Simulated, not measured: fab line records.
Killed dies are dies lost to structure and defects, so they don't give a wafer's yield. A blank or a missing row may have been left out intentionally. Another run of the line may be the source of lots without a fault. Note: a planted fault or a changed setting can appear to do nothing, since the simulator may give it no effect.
Which tool did it? | flow sky130 | 6 lots with 18 wafers sampled at 2 steps, on a route of 708 steps

WHAT THE GAUGES READ, wafer by wafer
SKY_CONTACT_CD_MEAS_14: target cd 170 nm.
lot  | measured     | on       | cdNm (nm)
L875 | day 33 09:43 | cdSem-02 | 168.4 169.2 169.4
L877 | day 34 06:19 | cdSem-01 | 170.6 168.6 170.5
L879 | day 34 18:55 | cdSem-01 | 171.2 173.0 172.9
L887 | day 37 07:05 | cdSem-02 | 169.2 170.6 171.4
L892 | day 39 02:49 | cdSem-02 | 170.4 169.5 169.9
L894 | day 39 07:47 | cdSem-02 | 169.0 168.8 167.9

WHAT TOOL EACH LOT RAN ON (gives the tool, then ch and the chambers of the sampled wafers, and finally the start)
lot  | SKY_GATE_OXIDE_OXIDATION_16
L875 | furnace-02 ch 0, day 15 12:49
L877 | furnace-02 ch 0, day 16 13:18
L879 | furnace-02 ch 0, day 17 03:25 and furnace-01 ch 0, day 17 05:19
L887 | furnace-02 ch 0, day 20 00:13
L892 | furnace-01 ch 0, day 21 06:55
L894 | furnace-01 ch 0, day 22 07:17
- SKY_GATE_OXIDE_OXIDATION_16: stabilise 600 s, purge 300 s, target thk 3.57 nm.

THE ANSWER, worked out from the rows above alone
Rule: usual is defined by the lots themselves. The widest of any qualifying gaps counts: lots, ordered by their means at a reading, are off when they make up no more than a third of the lots, leave a main group of 4 or more, and stand apart from it by 3 or more times the standard deviation of that group's means. If all means in a main group match to the digits the tables above print for the reading, that group is not used. Also off: a lot with no number at a reading for which 4 or more lots have one. Where the step has rows for the other lots, those lots are counted as sound.
No lot is off at any reading shown: from this, nothing can be told.

WHAT THE SIMULATOR HAD INSERTED
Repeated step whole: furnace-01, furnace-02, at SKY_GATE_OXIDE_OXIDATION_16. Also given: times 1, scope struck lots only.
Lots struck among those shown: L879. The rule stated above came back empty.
